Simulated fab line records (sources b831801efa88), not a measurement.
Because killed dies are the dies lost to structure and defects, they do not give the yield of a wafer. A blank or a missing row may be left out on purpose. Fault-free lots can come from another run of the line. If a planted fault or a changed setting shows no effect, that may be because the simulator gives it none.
Struck lot and sound lot, side by side -- flow gf180mcu -- 44 steps out of a route of 602
Sound: these wafers, L229.4, L229.5, L229.6. Struck: wafers L239.2, L239.3, L239.5. Last of all comes the cause.
Per side, at each step with rows, come the tool, then ch with its chambers, and then its first start. Under that, the readings that differ: sound wafers -- struck wafers -- difference of the means -- sigmas: that difference in standard deviations of wafers without a fault.
alike: readings whose means differ by less than 2 such deviations, and words and numbers that are the same on both sides. not compared: withheld readings, readings that some wafer has no value for, bounds like >300 that may hide the same value, and numbers for which the record gives no deviation and whose values overlap.
Wherever a step has rows on one side only, a row that says differs or no value, or a row with sigmas, the two part there. Numbers that have no deviation but don't overlap get no sigmas and don't part them. A reading that every wafer of one side lacks parts them only if that side has two wafers or more.

first, 2 steps without rows for these wafers: GF_CONTACT_PEB_12 (peb time 90 s); GF_CONTACT_DEVELOP_13 (develop time 60 s).
GF_CONTACT_CD_MEAS_14 targets a cd of 220 nm.
  sound: cd-sem-02 at day 17 06:46; struck: cd-sem-02 at day 20 07:40
reading,sound,struck,difference,sigmas
cd-nm (nm),223.0 222.2 223.4,217.8 218.9 219.5,-4.1,-3
GF_CONTACT_OVL_MEAS_15:
  sound: overlay-02 at day 17 06:50; struck: overlay-02 at day 20 07:47
  alike: CONTACT_OVL
then, 1 step without rows for these wafers: GF_CONTACT_ETCH_16 (etches BARC in N2/H2).
GF_CONTACT_ETCH_17: etches SiO2 in C4F8/O2/Ar, stops on CoSi2, target depth 860 nm.
  sound on rie-diel-02 ch 2,3; struck on rie-diel-02 ch 0,2,3
  alike: oes-product-au
GF_CONTACT_STRIP_18: strips in O2/N2.
  sound on plasma-asher-02 ch 0,1, day 17 07:03; struck on plasma-asher-02 ch 0,1, day 20 07:58
  alike: drypump-motor-current-A, heater-power-w, oes-product-au
  not compared: rf-hours-counter-h
then, 4 steps without rows for these wafers: GF_CONTACT_CLEAN_19 (cleans in SPM); GF_CONTACT_CLEAN_20 (cleans in DIW); GF_CONTACT_CLEAN_21 (cleans in dHF, time 20 s); GF_CONTACT_SPUTTER_22 (material Ti, target thk 15 nm, time 80.02 s).
GF_CONTACT_SPUTTER_23: material TiN, target thk 10 nm, time 40 s.
  sound: pvd-sputter-04 at day 17 07:23; struck: pvd-sputter-02 at day 20 08:21
  alike: throttle-valve-pct
GF_CONTACT_CVD_24: deposits W, target thk 300 nm, time 90.339 s.
  sound on cvd-w-02 ch 1, day 17 07:39; struck on cvd-w-02 ch 0,1, day 20 08:23
reading,sound,struck,difference,sigmas
model.W_of_CONTACT_CVD_24.thk-nm (nm),301 299.7 302.2,428.1 433.9 432.3,+130.5,
  alike: heater-power-w, susceptor-temp-C
  not compared: since-wet-clean-h
GF_CONTACT_RS_MEAS_25: the measuring method here is four-point-probe.
  sound: film-metro-01 at day 17 07:49; struck: film-metro-03 at day 20 08:31
reading,sound,struck,difference,sigmas
CONTACT_W_RS (ohm/sq),0.382 0.382 0.379,0.267 0.263 0.264,-0.116,-26
GF_CONTACT_THK_MEAS_26: measures by xrf.
  sound: film-metro-01 at day 17 07:54; struck: film-metro-03 at day 20 08:37
reading,sound,struck,difference,sigmas
CONTACT_W_THK (nm),299 297 302,416 422 421,+120,+27
GF_CONTACT_CMP_27: polishes, stops on SiO2, t overpolish 15 s, target thk 0 nm.
  sound on cmp-01 ch 0,1,3, day 17 08:05; struck on cmp-02 ch 0,1,3, day 20 08:40
reading,sound,struck,difference,sigmas
time-to-endpoint-s (s),74 74 83,98 93 97,+19,+4
  alike: motor-current-A
GF_M1_SPUTTER_00: material Ti, target thk 37.5 nm, time 150 s.
  sound: pvd-sputter-02 at day 17 08:14; struck: pvd-sputter-01 at day 20 08:58
  alike: throttle-valve-pct
then, 1 step without rows for these wafers: GF_M1_SPUTTER_01 (material TiN, target thk 30 nm, time 25 s).
GF_M1_SPUTTER_02: material AlCu, target thk 450 nm, time 23.9 s.
  sound: pvd-sputter-02 at day 17 08:22; struck: pvd-sputter-01 at day 20 09:06
  alike: throttle-valve-pct
then, 2 steps without rows for these wafers: GF_M1_SPUTTER_03 (material Ti, target thk 10 nm, time 6.7 s); GF_M1_SPUTTER_04 (material TiN, target thk 50 nm, time 41.7 s).
GF_M1_RS_MEAS_05: the measuring method here is four-point-probe.
  sound: film-metro-02 at day 17 08:31; struck: film-metro-02 at day 20 09:13
  alike: M1_ALCU_RS
GF_M1_THK_MEAS_06: measures by xrf.
  sound: film-metro-02 at day 17 08:36; struck: film-metro-02 at day 20 09:19
  alike: M1_ALCU_THK
then, 7 steps without rows for these wafers: GF_M1_DEHYDRATE_07 (time 60 s); GF_M1_HMDS_08 (prime time 60 s); GF_M1_COAT_09 (resist thk 1000 nm); GF_M1_SOFTBAKE_10 (time 60 s); GF_M1_EXPOSE_11 (exposes mask Metal1, target cd 230 nm); GF_M1_PEB_12 (peb time 90 s); GF_M1_DEVELOP_13 (develop time 60 s).
GF_M1_CD_MEAS_14 targets a cd of 230 nm.
  sound: cd-sem-02 at day 18 07:59; struck: cd-sem-02 at day 21 09:05
  alike: cd-nm
GF_M1_OVL_MEAS_15:
  sound: overlay-01 at day 18 08:04; struck: overlay-02 at day 21 09:12
  alike: M1_OVL
then, 5 steps without rows for these wafers: GF_M1_METAL_ETCH_16 (etches the open film in Cl2/BCl3, stops on SiO2, target depth 750.8 nm, time 125.1 s); GF_M1_STRIP_17 (strips in O2/N2); GF_M1_STRIP_18 (strips in post etch residue remover, time 1200 s); GF_M1_CLEAN_19 (cleans in DIW); GF_V1_CVD_00 (deposits SiO2, target thk 600 nm, time 100 s).
GF_V1_THK_MEAS_01:
  sound: film-metro-02 at day 18 08:50; struck: film-metro-02 at day 21 09:58
  alike: V1_CVD_00_THK
then, 1 step without rows for these wafers: GF_V1_CVD_02 (deposits SiO2 from TEOS, target thk 850 nm, time 94.851 s).
GF_V1_THK_MEAS_03:
  sound: film-metro-01 at day 18 08:58; struck: film-metro-04 at day 21 10:06
  alike: V1_CVD_02_THK
then, 1 step without rows for these wafers: GF_V1_CMP_04 (polishes SiO2).
GF_V1_BOW_MEAS_05:
  sound: film-metro-04 at day 18 09:22; struck: film-metro-01 at day 21 10:28
  alike: V1_BOW
-- the record jumps here: 8 days lie between the struck wafers' starts before and after (it left off in module V1 and takes up again in module M5, whose first step shown is number 535 of the route) --
GF_M5_ETCH_09: etches Si3N4 in CF4/O2, target depth 52 nm, time 11.6 s.
  sound on rie-diel-02 ch 0,2,3, day 27 09:28; struck on rie-diel-04 ch 0,2, day 29 22:07
reading,sound,struck,difference,sigmas
model.M5.cd-nm (nm),280.1 279.9 278.2,280.3 281.1 280.5,+1.2,
  alike: drypump-motor-current-A, oes-product-au, throttle-valve-pct
  not compared: rf-hours-counter-h
-- the record jumps here: 2 days lie between the struck wafers' starts before and after (it left off in module M5 and takes up again in module PASSIVATION, whose first step shown is number 602 of the route) --
GF_PASSIVATION_PROBE_99:
  the record has rows for the struck wafers here (prober-02, day 32 09:13) and none for the sound ones

== WHERE THEY PART ==
Last at GF_PASSIVATION_PROBE_99 as far as this record goes, first at GF_CONTACT_CD_MEAS_14.

WHY: what the simulator had put in
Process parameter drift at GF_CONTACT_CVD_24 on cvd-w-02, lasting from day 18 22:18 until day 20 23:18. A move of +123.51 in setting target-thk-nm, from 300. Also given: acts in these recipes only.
